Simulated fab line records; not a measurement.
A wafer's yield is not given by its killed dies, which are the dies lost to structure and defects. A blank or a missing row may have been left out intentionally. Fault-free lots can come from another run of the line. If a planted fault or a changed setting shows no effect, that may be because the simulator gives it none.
fab line records | flow sky130
[record] lots = 5 wafers = 15 lastDay = 50
route steps=708 shown PAD_OPEN@695
lots with no fault: from the same line, run without faults
startH: the number of hours between the record's first day and the start of the first shown wafer of the lot | waitH: hours from the lot's prior step to this one | " identical to the entry in the row above | L1.1+2: a single row standing in for several wafers | - value missing, or start not given | * or withheld: withheld | < > ~ a bound
route shown NAME@n: a module of which the file shows steps, and the number in the route of the first | usual: the fault-free wafers' mean and standard deviation | same: alike in all rows | chamber/n: place in a boat | sites: the reading at each site | _std_site: the standard deviation of these | _edge_site: inner sites' mean taken away from outer sites' mean | radiusMm: for every site, how far away it sits from the centre of the wafer | mask NAME#n: copy n | behind: the last tool/chamber to shape the wafer | hold: why the lot was held/for how many hours/how that ended | device: names the non-switching transistor (n, p or np) | end of line: the tests these same wafers got at the end of their route | for a step that has no rows: nothing shown but its recipe | killed: count of dies lost to structure and defects at first sort (not the wafer's yield) | map: the dies of a wafer, with x for killed, . for not killed, _ for no die there
set.NAME: the setting that was run; set.NAME@STEP: the one run at that earlier step | model.NAME: the simulator's own value behind a step, which no gauge read
a table for each step, a row for each wafer; lots at some steps of the route
services: from which hour (startH, from the record's first day; less than 0 if before it) a tool's chamber was out of use, for how many hours, and why
[[steps]]
[step SKY_PAD_OPEN_HMDS_01]
[recipe] primeTimeS = 60 primeTempC = 120
[usual] exhaustPa = 44.8/1.1
// columns lot.wafer tool chamber startH waitH exhaustPa
L080.2 lithoTrack-02 0 1099.86 0.1 43.7
L080.4 " 0 " " 44.3
L080.6 " 0 " " 45.3
L093.1 lithoTrack-02 0 1174.44 0.1 43.6
L093.3 " 0 " " 44.7
L093.4 " 0 " " 45.8
L094.1 lithoTrack-02 0 1179.09 0.1 43.5
L094.2 " 0 " " 44.3
L094.6 " 0 " " 44.4
L097.2 lithoTrack-04 0 1183.23 0.1 45.8
L097.5 " 0 " " 44.7
L097.6 " 0 " " 45.1
L096.2 lithoTrack-01 0 1183.39 0.1 45.0
L096.5 " 0 " " 44.2
L096.6 " 0 " " 44.6
[step SKY_PAD_OPEN_COAT_02]
[recipe] spinRpm = 2000 resistThkNm = 3000
[usual] dispensePressureKPa = 50.5/2.6 exhaustPa = 45.0/0.79 spinSpeedRpm = 1999.9/1.3
// columns lot.wafer tool chamber startH waitH dispensePressureKPa exhaustPa spinSpeedRpm
L080.2 lithoTrack-02 0 1100.01 0.1 53.5 46.9 2000.1
L080.4 " 0 " " 53.5 44.2 2000.0
L080.6 " 0 " " 53.5 45.6 1999.4
L093.1 lithoTrack-02 0 1174.59 0.1 53.5 44.3 1999.4
L093.3 " 0 " " 53.5 46.0 1999.1
L093.4 " 0 " " 53.5 45.7 2000.5
L094.1 lithoTrack-02 0 1179.24 0.1 53.5 43.8 2000.4
L094.2 " 0 " " 53.4 45.1 2001.6
L094.6 " 0 " " 53.5 43.7 2001.6
L097.2 lithoTrack-04 0 1183.38 0.1 52.1 45.0 1998.4
L097.5 " 0 " " 52.1 45.7 1998.2
L097.6 " 0 " " 52.1 44.8 1998.7
L096.2 lithoTrack-01 0 1183.54 0.1 47.5 46.0 1997.8
L096.5 " 0 " " 47.5 45.4 1998.2
L096.6 " 0 " " 47.6 45.0 1998.0
[step SKY_PAD_OPEN_SOFTBAKE_03]
[recipe] tempC = 110 timeS = withheld
[usual] exhaustPa = 45.0/0.83
// columns lot.wafer tool chamber startH waitH exhaustPa
L080.2 lithoTrack-02 0 1100.17 0.1 45.3
L080.4 " 0 " " 45.0
L080.6 " 0 " " 46.2
L093.1 lithoTrack-02 0 1174.74 0.1 44.3
L093.3 " 0 " " 45.4
L093.4 " 0 " " 45.2
L094.1 lithoTrack-02 0 1179.39 0.1 45.3
L094.2 " 0 " " 46.2
L094.6 " 0 " " 45.2
L097.2 lithoTrack-04 0 1183.53 0.1 44.8
L097.5 " 0 " " 44.2
L097.6 " 0 " " 43.2
L096.2 lithoTrack-01 0 1183.70 0.1 43.9
L096.5 " 0 " " 44.1
L096.6 " 0 " " 43.4
[step SKY_PAD_OPEN_EXPOSE_04]
[recipe] maskId = PDM targetCdNm = 60000 na = 0.57 doseMj = 260
// columns lot.wafer tool chamber startH waitH mask
L080.2+4+6 ilineStepper-01 0 - - PDM#0
L093.1+3+4 ilineStepper-01 0 - - PDM#0
L094.1+2+6 ilineStepper-02 0 - - PDM#0
L097.2+5+6 ilineStepper-01 0 - - PDM#0
L096.2+5+6 ilineStepper-02 0 - - PDM#0
[step SKY_PAD_OPEN_PEB_05]
[recipe] tempC = 115 timeS = withheld
[usual] exhaustPa = 45.1/0.89
// columns lot.wafer tool chamber startH waitH exhaustPa
L080.2 lithoTrack-02 0 - - 44.9
L080.4 " 0 " " 44.2
L080.6 " 0 " " 43.8
L093.1 lithoTrack-02 0 - - 45.7
L093.3 " 0 " " 45.5
L093.4 " 0 " " 45.0
L094.1 lithoTrack-02 0 - - 44.5
L094.2 " 0 " " 44.4
L094.6 " 0 " " 45.0
L097.2 lithoTrack-02 0 - - 45.5
L097.5 " 0 " " 43.8
L097.6 " 0 " " 44.1
L096.2 lithoTrack-01 0 - - 44.2
L096.5 " 0 " " 45.5
L096.6 " 0 " " 46.6
[step SKY_PAD_OPEN_DEVELOP_06]
[recipe] developTimeS = 60 devTempC = 23
[usual] exhaustPa = 45.1/1
// columns lot.wafer tool chamber startH waitH exhaustPa
L080.2 lithoTrack-02 0 - - 45.8
L080.4 " 0 " " 44.5
L080.6 " 0 " " 43.8
L093.1 lithoTrack-02 0 - - 46.1
L093.3 " 0 " " 45.0
L093.4 " 0 " " 45.9
L094.1 lithoTrack-02 0 - - 44.6
L094.2 " 0 " " 44.1
L094.6 " 0 " " 44.6
L097.2 lithoTrack-02 0 - - 46.7
L097.5 " 0 " " 46.8
L097.6 " 0 " " 45.9
L096.2 lithoTrack-01 0 - - 46.6
L096.5 " 0 " " 45.6
L096.6 " 0 " " 47.2
[step SKY_PAD_OPEN_ETCH_07]
[recipe] chemistry = CF4/O2 targetDepthNm = 725 stopOn = AlCu sourceW = 800 biasW = 150 pressureMtorr = 150 cf4FlowSccm = 80 O2_flow_sccm = 10 timeS = 161.1
[usual] biasW = 150.0/0.43 drypumpMotorCurrentA = 5.5/0.4 oesProductAu = 0.977/0.0074 throttleValvePct = 5.965/0.0088
// columns lot.wafer tool chamber startH waitH biasW drypumpMotorCurrentA oesProductAu rfHoursCounterH throttleValvePct
L080.2 rieDiel-04 3 1110.04 - 149.9 5.8 0.967 18 5.970
L080.4 " 1 " " 149.8 5.8 0.970 17 5.964
L080.6 " 2 " " 149.7 5.2 0.981 - 5.968
L093.1 rieDiel-03 1 1182.79 - 149.3 5.7 0.968 30 5.978
L093.3 " 0 " " 150.6 6.3 0.959 0 5.958
L093.4 " 3 " " 150.0 5.4 0.978 12 5.978
L094.1 rieDiel-04 1 1187.94 - 150.1 5.8 0.984 20 5.967
L094.2 " 3 " " 149.9 5.8 0.981 21 5.966
L094.6 " 3 " " 150.2 5.8 0.986 - 5.959
L097.2 rieDiel-01 2 1191.59 - 150.2 5.6 0.973 33 5.970
L097.5 " 3 " " 150.1 5.3 0.974 - 5.978
L097.6 " 0 " " 149.3 5.6 0.968 - 5.961
L096.2 rieDiel-03 0 1191.77 - 149.5 6.3 0.971 0 5.968
L096.5 " 3 " " 150.1 5.4 0.980 - 5.977
L096.6 " 2 " " 150.2 5.0 0.964 - 5.946
[step SKY_PAD_OPEN_STRIP_08]
[recipe] chemistry = O2/N2 powerW = 1400 pressureMtorr = 1500 platenTempC = withheld overashFraction = 0.7 o2FlowSccm = 3000 n2FlowSccm = 300
[usual] drypumpMotorCurrentA = 5.6/0.39 o2FlowSccm = 2999/8.1 oesProductAu = 0.663/0.0049 stripTimeToEndpointS = 37.06/0.11
// columns lot.wafer tool chamber startH waitH drypumpMotorCurrentA o2FlowSccm oesProductAu rfHoursCounterH stripTimeToEndpointS
L080.2 plasmaAsher-01 0 1110.14 0.1 5.4 3004 0.663 92 36.80
L080.4 " 1 " " 5.7 2990 0.671 - 36.90
L080.6 " 0 " " 5.4 3011 0.663 - 36.84
L093.1 plasmaAsher-02 0 1182.89 0.1 5.7 2999 0.664 79 37.10
L093.3 " 1 " " 5.4 3001 0.660 - 36.92
L093.4 " 0 " " 5.7 3023 0.658 - 37.13
L094.1 plasmaAsher-04 0 1188.04 0.1 6.3 2987 0.662 40 37.17
L094.2 " 1 " " 5.0 2994 0.666 40 37.14
L094.6 " 0 " " 6.3 2995 0.661 - 37.10
L097.2 plasmaAsher-02 0 1191.69 0.1 5.7 2981 0.651 80 36.89
L097.5 " 1 " " 5.4 2999 0.663 - 37.08
L097.6 " 0 " " 5.7 2990 0.662 - 37.08
L096.2 plasmaAsher-04 0 1191.87 0.1 6.3 3008 0.667 40 37.05
L096.5 " 1 " " 5.0 2998 0.664 - 36.95
L096.6 " 0 " " 6.3 3012 0.663 - 36.91
[step SKY_PAD_OPEN_STRIP_09]
[recipe] chemistry = postEtchResidueRemover timeS = 1200 tempC = 72.5
// columns lot.wafer tool chamber startH waitH
L080.2+4+6 wetBench-01 2 1110.24 0.1
L093.1+3+4 wetBench-01 0 1182.99 0.1
L094.1+2+6 wetBench-02 3 1188.14 0.1
L097.2+5+6 wetBench-02 3 1191.79 0.1
L096.2+5+6 wetBench-01 1 1191.97 0.1
[step SKY_PAD_OPEN_CLEAN_10]
[recipe] chemistry = IPA timeS = 180 tempC = 25
// columns lot.wafer tool chamber startH waitH
L080.2+4+6 wetBench-03 1 1111.03 0.0
L093.1+3+4 wetBench-03 0 1183.34 0.0
L094.1+2+6 wetBench-03 3 1188.49 0.0
L097.2+5+6 wetBench-02 1 1192.14 0.0
L096.2+5+6 wetBench-03 0 1192.40 0.1
[step SKY_PAD_OPEN_CLEAN_11]
[recipe] chemistry = O3/DIW dry = n2Spin
// columns lot.wafer tool chamber startH waitH
L080.2+4+6 wetBench-02 0 1111.21 0.1
L093.1+3+4 wetBench-01 3 1183.39 0.0
L094.1+2+6 wetBench-01 1 1188.61 0.0
L097.2+5+6 wetBench-01 2 1192.32 0.1
L096.2+5+6 wetBench-01 3 1192.81 0.3
[step SKY_PAD_OPEN_ANNEAL_12]
[recipe] tempC = 400 timeS = withheld ambient = N2/H2 idleTempC = 300 rampUpCPerMin = 8 rampDownCPerMin = 4
[usual] spikeTcCentreC = 401.2/1.1
// columns lot.wafer tool chamber startH waitH spikeTcCentreC
L080.2 furnace-02 0 1111.31 0.0 402.0
L080.4 " 0 " " 400.2
L080.6 " 0 " " 400.9
L093.1 furnace-02 0 1183.49 0.0 400.9
L093.3 " 0 " " 400.0
L093.4 " 0 " " 402.5
L094.1 furnace-01 0 1188.71 0.0 401.9
L094.2 " 0 " " 400.2
L094.6 " 0 " " 401.8
L097.2 furnace-02 0 1192.41 0.0 401.1
L097.5 " 0 " " 401.5
L097.6 " 0 " " 401.5
L096.2 furnace-01 0 1192.90 0.0 401.2
L096.5 " 0 " " 399.9
L096.6 " 0 " " 400.6
[step SKY_PAD_OPEN_BOW_MEAS_13]
[recipe] mode = bow
[usual] PAD_OPEN_BOW = 45/8.6
// columns lot.wafer tool chamber startH waitH PAD_OPEN_BOW[um]
L080.2 filmMetro-03 - 1112.83 - 44
L080.4 " - " " 50
L080.6 " - " " 45
L093.1 filmMetro-04 - 1184.99 - 45
L093.3 " - " " 48
L093.4 " - " " 56
L094.1 filmMetro-02 - 1190.21 - 37
L094.2 " - " " 41
L094.6 " - " " 38
L097.2 filmMetro-04 - 1193.93 - 51
L097.5 " - " " 52
L097.6 " - " " 48
L096.2 filmMetro-04 - 1194.42 - 57
L096.5 " - " " 35
L096.6 " - " " 37
[step SKY_PAD_OPEN_PROBE_99]
[usual] defectLimitedYield = 82.4/1.8 killed_at_M0_to_M3 = 44/6.4 killed_at_M4_up = 3.6/2.1 killedAtContacts = 23/5.1 killedAtFrontEnd = 15/4.3 killedAtOther = 0.3/0.56 killedDies = 86/9 killedOpen = 47/6.4 killedShort = 39/5.8 sort_bin_3_pad_short = 0.8/0.46 sort_bin_5_function = 10.4/1.4 sort_bin_6_memory = 6.4/1.1 sortNPass = 406/9 sortYieldPct = 82.4/1.8
[same] grossDies = 492 killedAtBackSide = 0 sort_bin_4_leakage[%] = 0 sort_bin_8_speed[%] = 0
// columns lot.wafer tool chamber startH waitH defectLimitedYield[%] killed_at_M0_to_M3 killed_at_M4_up killedAtContacts killedAtFrontEnd killedAtOther killedDies killedOpen killedShort sort_bin_3_pad_short[%] sort_bin_5_function[%] sort_bin_6_memory[%] sortNPass sortYieldPct[%]
L097.2 prober-02 - 1194.08 0.1 82.1 40 1 23 24 0 88 43 45 0 11.0 6.9 404 82.1
L097.5 prober-02 - 1194.23 0.2 83.9 38 5 17 19 0 79 41 38 0.2 8.9 6.9 413 83.9
L097.6 prober-02 - 1194.28 0.2 81.9 44 1 22 22 0 89 51 37 0.2 12.2 5.7 403 81.9
// killed by level:class
L097.2 VIA3:geometricParticle:open=7 CONTACT:geometricParticle:open=7 VIA1:geometricParticle:open=7 FIELD_ISO:geometricParticle:short=6 LOCAL_INTERCONNECT:geometricParticle:short=6 VIA1:geometricParticle:short=6 METAL2:geometricParticle:short=6 FIELD_ISO:geometricParticle:open=5
L097.5 VIA1:geometricParticle:open=9 FIELD_ISO:geometricParticle:short=7 VIA3:geometricParticle:open=7 CONTACT:geometricParticle:open=6 METAL2:geometricParticle:short=6 LI_CONTACT:geometricParticle:open=5 CONTACT:geometricParticle:short=4 METAL1:geometricParticle:short=4
L097.6 CONTACT:geometricParticle:open=11 VIA1:geometricParticle:open=9 FIELD_ISO:geometricParticle:open=6 FIELD_ISO:geometricParticle:short=5 CONTACT:geometricParticle:short=5 VIA1:geometricParticle:short=5 VIA2:geometricParticle:open=5 METAL2:geometricParticle:short=5
[[services]]
// columns tool chamber startH hours kind
rieDiel-03 0 1081.59 7.7 repair
rieDiel-01 - 1097.33 0.8 repair
wetBench-01 - 1097.47 1.3 repair
lithoTrack-02 - 1115.51 - consumableReplace:filter
rieDiel-01 3 1133.53 5.4 repair
rieDiel-03 2 1141.40 4.9 repair
rieDiel-03 0 1151.49 - clean
rieDiel-03 0 1151.49 - consumableReplace:focusRing
rieDiel-03 0 1151.49 29.6 scheduledDown
rieDiel-03 0 1151.49 29.6 ventCycle
furnace-02 - 1162.55 3.5 pm
rieDiel-01 - 1166.84 2.8 pm
furnace-02 - 1175.81 3.5 pm
ilineStepper-01 - 1178.03 4.4 pm
plasmaAsher-04 - 1180.77 2.8 pm
furnace-01 - 1181.93 4.0 pm
[[key]]
fault none
